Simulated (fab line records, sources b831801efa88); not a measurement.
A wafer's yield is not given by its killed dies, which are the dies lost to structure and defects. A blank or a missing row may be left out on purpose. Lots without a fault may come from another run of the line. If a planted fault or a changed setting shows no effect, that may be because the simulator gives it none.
Which tool was responsible? / flow gf180mcu / 24 lots, 72 wafers sampled, at 4 steps of a route of 602

== WHAT EACH GAUGE READ, for each wafer ==
GF_SAB_OVL_MEAS_10. Usual: SAB_OVL typically reads 0.3 nm, with standard deviation 1.4.
lot=L074; measured=day 14 20:19; on=overlay-01; SAB_OVL (nm)=1.0 1.4 0.2; flag=
lot=L075; measured=day 15 06:40; on=overlay-02; SAB_OVL (nm)=1.3 -0.5 0.6; flag=
lot=L076; measured=day 15 18:14; on=overlay-01; SAB_OVL (nm)=0.0 -0.7 0.0; flag=
lot=L077; measured=day 16 00:33; on=overlay-02; SAB_OVL (nm)=-0.9 -0.4 -0.2; flag=
lot=L078; measured=day 16 10:28; on=overlay-01; SAB_OVL (nm)=1.8 0.5 2.8; flag=
lot=L079; measured=day 17 01:32; on=overlay-02; SAB_OVL (nm)=1.6 0.5 1.0; flag=
lot=L080; measured=day 17 12:01; on=overlay-01; SAB_OVL (nm)=-1.7 -0.7 0.2; flag=
lot=L081; measured=day 17 19:17; on=overlay-02; SAB_OVL (nm)=0.3 0.9 -1.1; flag=
lot=L082; measured=day 18 01:23; on=overlay-02; SAB_OVL (nm)=2.6 0.8 2.2; flag=
lot=L083; measured=day 18 08:19; on=overlay-02; SAB_OVL (nm)=-0.4 -0.7 -1.3; flag=
lot=L084; measured=day 18 13:40; on=overlay-01; SAB_OVL (nm)=0.7 0.4 1.1; flag=
lot=L085; measured=day 19 05:50; on=overlay-02; SAB_OVL (nm)=1.6 -1.1 1.0; flag=
lot=L086; measured=day 19 09:56; on=overlay-02; SAB_OVL (nm)=-2.6 -0.6 0.4; flag=
lot=L087; measured=day 19 20:47; on=overlay-01; SAB_OVL (nm)=-0.3 -0.1 0.0; flag=
lot=L088; measured=day 20 04:05; on=overlay-02; SAB_OVL (nm)=0.9 0.6 0.6; flag=
lot=L089; measured=day 20 14:08; on=overlay-01; SAB_OVL (nm)=1.5 0.1 0.6; flag=
lot=L090; measured=day 20 18:08; on=overlay-02; SAB_OVL (nm)=-2.0 -3.8 -0.8; flag=
lot=L091; measured=day 21 05:22; on=overlay-01; SAB_OVL (nm)=0.2 -1.0 0.4; flag=
lot=L092; measured=day 21 20:46; on=overlay-02; SAB_OVL (nm)=-1.3 -1.7 -2.9; flag=
lot=L093; measured=day 22 01:47; on=overlay-01; SAB_OVL (nm)=1.5 1.4 1.9; flag=
lot=L094; measured=day 22 02:44; on=overlay-01; SAB_OVL (nm)=1.8 3.5 1.0; flag=
lot=L095; measured=day 22 15:56; on=overlay-01; SAB_OVL (nm)=-0.8 0.2 -0.5; flag=
lot=L096; measured=day 22 23:59; on=overlay-02; SAB_OVL (nm)=0.9 2.5 2.8; flag=
lot=L097; measured=day 23 09:13; on=overlay-01; SAB_OVL (nm)=-1.2 0.6 -2.9; flag=

GF_CONTACT_CD_MEAS_14 targets a cd of 220 nm. Usual: cdNm reads 219.8 nm (standard deviation 1.7).
lot=L074; measured=day 15 18:58; on=cdSem-02; cdNm (nm)=220.9 221.6 220.1; flag=
lot=L075; measured=day 16 05:41; on=cdSem-01; cdNm (nm)=217.7 217.9 216.6; flag=
lot=L076; measured=day 16 17:28; on=cdSem-02; cdNm (nm)=221.1 220.0 221.6; flag=
lot=L077; measured=day 17 00:50; on=cdSem-01; cdNm (nm)=219.8 220.6 219.4; flag=
lot=L078; measured=day 17 10:34; on=cdSem-01; cdNm (nm)=220.9 219.5 219.8; flag=
lot=L079; measured=day 18 01:49; on=cdSem-01; cdNm (nm)=219.9 219.4 218.4; flag=
lot=L080; measured=day 18 12:32; on=cdSem-01; cdNm (nm)=223.5 220.4 221.4; flag=
lot=L081; measured=day 18 19:46; on=cdSem-02; cdNm (nm)=217.5 218.3 217.5; flag=
lot=L082; measured=day 19 02:08; on=cdSem-01; cdNm (nm)=223.4 223.6 222.7; flag=
lot=L083; measured=day 19 09:43; on=cdSem-01; cdNm (nm)=221.3 220.9 220.0; flag=
lot=L084; measured=day 19 14:47; on=cdSem-01; cdNm (nm)=217.4 217.9 218.4; flag=
lot=L085; measured=day 20 07:26; on=cdSem-01; cdNm (nm)=221.3 220.6 221.8; flag=
lot=L086; measured=day 20 11:20; on=cdSem-02; cdNm (nm)=218.1 217.6 217.1; flag=
lot=L087; measured=day 20 22:13; on=cdSem-01; cdNm (nm)=218.5 218.2 218.3; flag=
lot=L088; measured=day 21 05:31; on=cdSem-01; cdNm (nm)=220.9 221.9 220.3; flag=
lot=L089; measured=day 21 15:52; on=cdSem-01; cdNm (nm)=220.5 220.5 220.4; flag=
lot=L090; measured=day 21 19:38; on=cdSem-02; cdNm (nm)=218.0 219.4 219.8; flag=
lot=L091; measured=day 22 07:42; on=cdSem-02; cdNm (nm)=220.6 221.0 219.4; flag=
lot=L092; measured=day 22 22:26; on=cdSem-01; cdNm (nm)=220.5 219.0 218.6; flag=
lot=L093; measured=day 23 03:29; on=cdSem-02; cdNm (nm)=218.6 218.5 218.5; flag=
lot=L094; measured=day 23 03:47; on=cdSem-02; cdNm (nm)=221.4 220.4 221.3; flag=
lot=L095; measured=day 23 17:34; on=cdSem-01; cdNm (nm)=220.5 221.7 222.2; flag=
lot=L096; measured=day 24 00:47; on=cdSem-01; cdNm (nm)=218.4 216.9 216.0; flag=
lot=L097; measured=day 24 09:55; on=cdSem-01; cdNm (nm)=222.8 220.2 221.1; flag=

GF_V3_THK_MEAS_25: measures by xrf. Usual: V3_W_THK typically reads 357 nm, with standard deviation 5.2.
lot=L074; measured=day 22 01:25; on=filmMetro-02; V3_W_THK (nm)=360 366 360; flag=
lot=L075; measured=day 22 13:40; on=filmMetro-01; V3_W_THK (nm)=355 360 362; flag=
lot=L076; measured=day 23 01:22; on=filmMetro-01; V3_W_THK (nm)=353 361 358; flag=
lot=L077; measured=day 23 08:31; on=filmMetro-01; V3_W_THK (nm)=363 364 364; flag=
lot=L078; measured=day 23 17:01; on=filmMetro-03; V3_W_THK (nm)=354 354 356; flag=
lot=L079; measured=day 24 12:01; on=filmMetro-02; V3_W_THK (nm)=350 357 353; flag=
lot=L080; measured=day 24 20:50; on=filmMetro-03; V3_W_THK (nm)=355 360 362; flag=
lot=L081; measured=day 25 03:14; on=filmMetro-02; V3_W_THK (nm)=354 356 359; flag=
lot=L082; measured=day 25 08:56; on=filmMetro-01; V3_W_THK (nm)=355 352 358; flag=
lot=L083; measured=day 25 13:17; on=filmMetro-01; V3_W_THK (nm)=356 357 361; flag=
lot=L084; measured=day 26 01:01; on=filmMetro-02; V3_W_THK (nm)=367 367 360; flag=
lot=L085; measured=day 26 10:22; on=filmMetro-01; V3_W_THK (nm)=363 360 361; flag=
lot=L086; measured=day 26 13:14; on=filmMetro-02; V3_W_THK (nm)=360 361 364; flag=
lot=L087; measured=day 27 02:07; on=filmMetro-03; V3_W_THK (nm)=358 359 353; flag=
lot=L088; measured=day 27 05:58; on=filmMetro-02; V3_W_THK (nm)=358 356 361; flag=
lot=L089; measured=day 27 14:27; on=filmMetro-02; V3_W_THK (nm)=365 363 362; flag=
lot=L090; measured=day 27 20:34; on=filmMetro-03; V3_W_THK (nm)=352 356 353; flag=
lot=L091; measured=day 28 03:38; on=filmMetro-01; V3_W_THK (nm)=357 357 355; flag=
lot=L092; measured=day 28 19:20; on=filmMetro-03; V3_W_THK (nm)=350 351 350; flag=
lot=L093; measured=day 28 20:29; on=filmMetro-01; V3_W_THK (nm)=359 363 360; flag=
lot=L094; measured=day 28 23:00; on=filmMetro-03; V3_W_THK (nm)=354 354 346; flag=
lot=L095; measured=day 29 06:30; on=filmMetro-02; V3_W_THK (nm)=363 362 358; flag=
lot=L096; measured=day 29 14:59; on=filmMetro-01; V3_W_THK (nm)=354 349 356; flag=
lot=L097; measured=day 29 21:20; on=filmMetro-03; V3_W_THK (nm)=353 346 346; flag=

== TOOL THAT RAN EACH LOT (tool first, then ch and the chambers of the sampled wafers, then the start) ==
lot=L074; GF_M2_SPUTTER_01=pvdSputter-03, day 17 20:22
lot=L075; GF_M2_SPUTTER_01=pvdSputter-04, day 18 06:44
lot=L076; GF_M2_SPUTTER_01=pvdSputter-04, day 18 19:16
lot=L077; GF_M2_SPUTTER_01=pvdSputter-01, day 19 03:07
lot=L078; GF_M2_SPUTTER_01=pvdSputter-01, day 19 13:25
lot=L079; GF_M2_SPUTTER_01=pvdSputter-04, day 20 06:40
lot=L080; GF_M2_SPUTTER_01=pvdSputter-01, day 20 16:25
lot=L081; GF_M2_SPUTTER_01=pvdSputter-04, day 21 00:07
lot=L082; GF_M2_SPUTTER_01=pvdSputter-03, day 21 06:52
lot=L083; GF_M2_SPUTTER_01=pvdSputter-01, day 21 13:50
lot=L084; GF_M2_SPUTTER_01=pvdSputter-01, day 21 19:24
lot=L085; GF_M2_SPUTTER_01=pvdSputter-01, day 22 12:31
lot=L086; GF_M2_SPUTTER_01=pvdSputter-01, day 22 15:22
lot=L087; GF_M2_SPUTTER_01=pvdSputter-01, day 23 02:14
lot=L088; GF_M2_SPUTTER_01=pvdSputter-04, day 23 10:50
lot=L089; GF_M2_SPUTTER_01=pvdSputter-01, day 23 19:20
lot=L090; GF_M2_SPUTTER_01=pvdSputter-04, day 23 22:55
lot=L091; GF_M2_SPUTTER_01=pvdSputter-01, day 24 10:46
lot=L092; GF_M2_SPUTTER_01=pvdSputter-01, day 25 04:23
lot=L093; GF_M2_SPUTTER_01=pvdSputter-01, day 25 06:29
lot=L094; GF_M2_SPUTTER_01=pvdSputter-04, day 25 07:23
lot=L095; GF_M2_SPUTTER_01=pvdSputter-04, day 25 17:26
lot=L096; GF_M2_SPUTTER_01=pvdSputter-01, day 26 03:02
lot=L097; GF_M2_SPUTTER_01=pvdSputter-01, day 26 07:40
- GF_M2_SPUTTER_01: material TiN, target thk 30 nm, time 25 s.

== AS READ BY THE TOOLS THEMSELVES (means over the sampled wafers that have a number; for cases with no such wafer, the mark the record gives instead) ==
GF_M2_SPUTTER_01. Usual: throttleValvePct reads 30.1 % (standard deviation 0.78).
lot=L074; tool=pvdSputter-03; throttleValvePct (%)=29.8; flag=
lot=L075; tool=pvdSputter-04; throttleValvePct (%)=30.0; flag=
lot=L076; tool=pvdSputter-04; throttleValvePct (%)=31.2; flag=
lot=L077; tool=pvdSputter-01; throttleValvePct (%)=29.9; flag=
lot=L078; tool=pvdSputter-01; throttleValvePct (%)=29.5; flag=
lot=L079; tool=pvdSputter-04; throttleValvePct (%)=30.9; flag=
lot=L080; tool=pvdSputter-01; throttleValvePct (%)=29.9; flag=
lot=L081; tool=pvdSputter-04; throttleValvePct (%)=30.8; flag=
lot=L082; tool=pvdSputter-03; throttleValvePct (%)=29.5; flag=
lot=L083; tool=pvdSputter-01; throttleValvePct (%)=30.0; flag=
lot=L084; tool=pvdSputter-01; throttleValvePct (%)=30.1; flag=
lot=L085; tool=pvdSputter-01; throttleValvePct (%)=29.7; flag=
lot=L086; tool=pvdSputter-01; throttleValvePct (%)=30.1; flag=
lot=L087; tool=pvdSputter-01; throttleValvePct (%)=30.0; flag=
lot=L088; tool=pvdSputter-04; throttleValvePct (%)=30.9; flag=
lot=L089; tool=pvdSputter-01; throttleValvePct (%)=29.8; flag=
lot=L090; tool=pvdSputter-04; throttleValvePct (%)=30.4; flag=
lot=L091; tool=pvdSputter-01; throttleValvePct (%)=29.9; flag=
lot=L092; tool=pvdSputter-01; throttleValvePct (%)=30.0; flag=
lot=L093; tool=pvdSputter-01; throttleValvePct (%)=30.0; flag=
lot=L094; tool=pvdSputter-04; throttleValvePct (%)=31.0; flag=
lot=L095; tool=pvdSputter-04; throttleValvePct (%)=30.7; flag=
lot=L096; tool=pvdSputter-01; throttleValvePct (%)=30.1; flag=
lot=L097; tool=pvdSputter-01; throttleValvePct (%)=29.7; flag=

== THE ANSWER, worked out from the rows above alone ==
Rule: take the mean of a lot's wafers that have a number; if it is more than 3 standard deviations from the usual mean, the lot is off. A lot without any number at a reading at which 4 lots or more have one is off too. Where the step has rows for the other lots, those lots are counted as sound. First the gauges in route order, then the tools' own readings, where a lot's mean is used as printed above. At the first step where some lot is off, the reading lying furthest off is the one used; lots without a number count as furthest.
Across all readings shown, no lot is off: no conclusion can be drawn from this.

== WHAT WAS PUT IN BY THE SIMULATOR ==
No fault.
